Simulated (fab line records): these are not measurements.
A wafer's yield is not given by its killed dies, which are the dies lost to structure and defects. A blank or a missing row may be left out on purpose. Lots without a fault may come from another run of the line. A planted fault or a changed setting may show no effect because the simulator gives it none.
Which tool did it?	flow sky130	14 lots with 42 wafers sampled at 5 steps, on a route of 708 steps

== WHAT THE GAUGES READ, wafer by wafer ==
SKY_POLY_GATE_OVL_MEAS_14.
lot	measured	on	POLY_GATE_OVL (nm)
L598	day 16 07:34	overlay-01	4 -7 1
L599	day 16 20:41	overlay-01	-7 15 2
L600	day 17 11:16	overlay-02	8 -5 4
L602	day 18 02:18	overlay-02	10 3 -11
L603	day 18 11:55	overlay-01	7 -1 -10
L604	day 18 17:13	overlay-01	-2 1 6
L607	day 19 15:57	overlay-01	-8 -11 -6
L609	day 20 19:37	overlay-02	8 -6 -9
L610	day 21 02:19	overlay-01	-15 4 -6
L611	day 21 10:25	overlay-02	1 -1 0
L612	day 21 12:01	overlay-01	-6 -8 -7
L618	day 23 12:02	overlay-02	-2 -10 9
L620	day 24 02:12	overlay-02	3 -1 -6
L621	day 24 13:00	overlay-01	-2 -9 -16

SKY_LDD_HVP_TW_MEAS_10.
lot	measured	on	LDD_HVP_TW
L598	day 21 13:43	film_metro-01	452 452 450
L599	day 21 23:22	film_metro-01	455 450 452
L600	day 22 17:33	film_metro-04	460 455 456
L602	day 23 11:50	film_metro-01	454 452 454
L603	day 23 18:19	film_metro-01	455 454 455
L604	day 23 23:16	film_metro-03	464 462 461
L607	day 24 20:32	film_metro-03	460 459 460
L609	day 25 22:28	film_metro-03	461 463 458
L610	day 26 04:45	film_metro-03	460 461 460
L611	day 26 13:35	film_metro-03	458 460 460
L612	day 26 14:47	film_metro-03	461 460 459
L618	day 28 13:25	film_metro-03	464 465 74
L620	day 29 02:01	film_metro-03	456 75 75
L621	day 29 11:07	film_metro-04	459 460 459

SKY_POLY_CUT_OVL_MEAS_09.
lot	measured	on	POLY_CUT_OVL (nm)
L598	day 24 06:05	overlay-01	0 1 7
L599	day 24 14:09	overlay-02	6 -2 -1
L600	day 25 08:12	overlay-02	1 -1 0
L602	day 26 00:09	overlay-01	0 -1 1
L603	day 26 09:29	overlay-01	-1 0 5
L604	day 26 11:56	overlay-02	5 10 6
L607	day 27 09:57	overlay-01	5 -3 5
L609	day 28 09:41	overlay-02	0 1 -1
L610	day 28 17:51	overlay-02	2 5 -3
L611	day 29 00:30	overlay-01	6 -7 3
L612	day 29 02:39	overlay-02	3 11 3
L618	day 30 23:44	overlay-02	0 -5 0
L620	day 31 13:38	overlay-02	3 2 6
L621	day 31 21:30	overlay-01	0 3 -2

== WHICH TOOL RAN EACH LOT (tool, then ch and the chambers of the sampled wafers, then the start) ==
lot	SKY_POLY_GATE_ETCH_17	SKY_LDD_HVP_DEVELOP_06
L598	rie_si-02 ch 0,2,3, day 16 07:47	litho_track-04 ch 0, day 21 13:17
L599	rie_si-01 ch 2,3, day 16 20:54	litho_track-04 ch 0, day 21 22:56
L600	rie_si-02 ch 1,3, day 17 11:28	litho_track-04 ch 0, day 22 17:08
L602	rie_si-02 ch 0,1, day 18 02:31	litho_track-02 ch 0, day 23 11:25
L603	rie_si-01 ch 0,1, day 18 12:08	litho_track-02 ch 0, day 23 17:55
L604	rie_si-01 ch 1,2,3, day 18 17:25	litho_track-03 ch 0, day 23 22:50
L607	rie_si-02 ch 1,3, day 19 16:10	litho_track-03 ch 0, day 24 20:07
L609	rie_si-02 ch 1,3, day 20 19:50	litho_track-04 ch 0, day 25 22:02
L610	rie_si-01 ch 1,2,3, day 21 02:32	litho_track-02 ch 0, day 26 04:20
L611	rie_si-02 ch 0,3, day 21 10:38	litho_track-02 ch 0, day 26 13:10
L612	rie_si-01 ch 1,3, day 21 12:14	litho_track-02 ch 0, day 26 14:22
L618	rie_si-01 ch 0,1,2, day 23 12:14	litho_track-03 ch 0, day 28 12:59
L620	rie_si-01 ch 0,1,3, day 24 02:25	litho_track-03 ch 0, day 29 01:35
L621	rie_si-02 ch 0,3, day 24 13:13	litho_track-04 ch 0, day 29 10:41
- SKY_POLY_GATE_ETCH_17: etches poly-Si in HBr/Cl2, stops on SiO2, target depth 180 nm, time 70.5 s.
- SKY_LDD_HVP_DEVELOP_06: develop time 60 s.

== WHAT THE TOOLS THEMSELVES READ (means of the sampled wafers that have a number; where no wafer has one, the mark that the record gives instead) ==
SKY_POLY_GATE_ETCH_17.
lot	tool	drypump_motor_current_A (A)	oes_product_au (a.u.)	throttle_valve_pct (%)
L598	rie_si-02	5.9	1.000	33.683
L599	rie_si-01	6.3	0.971	33.687
L600	rie_si-02	5.3	0.992	33.683
L602	rie_si-02	5.3	0.983	33.683
L603	rie_si-01	5.4	0.976	33.676
L604	rie_si-01	6.1	0.980	33.691
L607	rie_si-02	5.3	0.993	33.686
L609	rie_si-02	5.3	0.982	33.679
L610	rie_si-01	6.1	0.973	33.692
L611	rie_si-02	6.0	0.989	33.680
L612	rie_si-01	6.1	0.963	33.679
L618	rie_si-01	5.8	0.986	33.680
L620	rie_si-01	5.7	0.973	33.689
L621	rie_si-02	5.9	0.987	33.686

== THE ANSWER, worked out from the rows above alone ==
Rule: the lots themselves supply what counts as usual. Put in order of their means at a reading, lots are off if they are a third of the lots or fewer, leave a main group of 4 or more, and stand apart from it by a gap of 3 or more times the standard deviation of the main group's means; of several such gaps the widest counts. If all means in a main group match to the digits the tables above print for the reading, that group is not used. Also off: a lot with no number at a reading for which 4 or more lots have one. All remaining lots with rows at the step are treated as sound. The gauges are gone through in route order, then the tools' own readings, and for those a lot's mean is taken as printed above. The first step at which some lot is off is used, and at that step the reading that is off furthest; a lot without a number counts as furthest.
Off: L618, L620, seen at SKY_LDD_HVP_TW_MEAS_10 (LDD_HVP_TW). Mean 458 and standard deviation 3.5 in the main group.
A tool fits if, at a process step before that reading, it ran every lot that is off, and no sound lot after the first of them. The gauges at SKY_LDD_HVP_TW_MEAS_10 are tried like those tools. Can't be told from this: 3 tools fit, rie_si-01 at SKY_POLY_GATE_ETCH_17, litho_track-03 at SKY_LDD_HVP_DEVELOP_06, film_metro-03 at SKY_LDD_HVP_TW_MEAS_10.

== WHAT THE SIMULATOR HAD INSERTED ==
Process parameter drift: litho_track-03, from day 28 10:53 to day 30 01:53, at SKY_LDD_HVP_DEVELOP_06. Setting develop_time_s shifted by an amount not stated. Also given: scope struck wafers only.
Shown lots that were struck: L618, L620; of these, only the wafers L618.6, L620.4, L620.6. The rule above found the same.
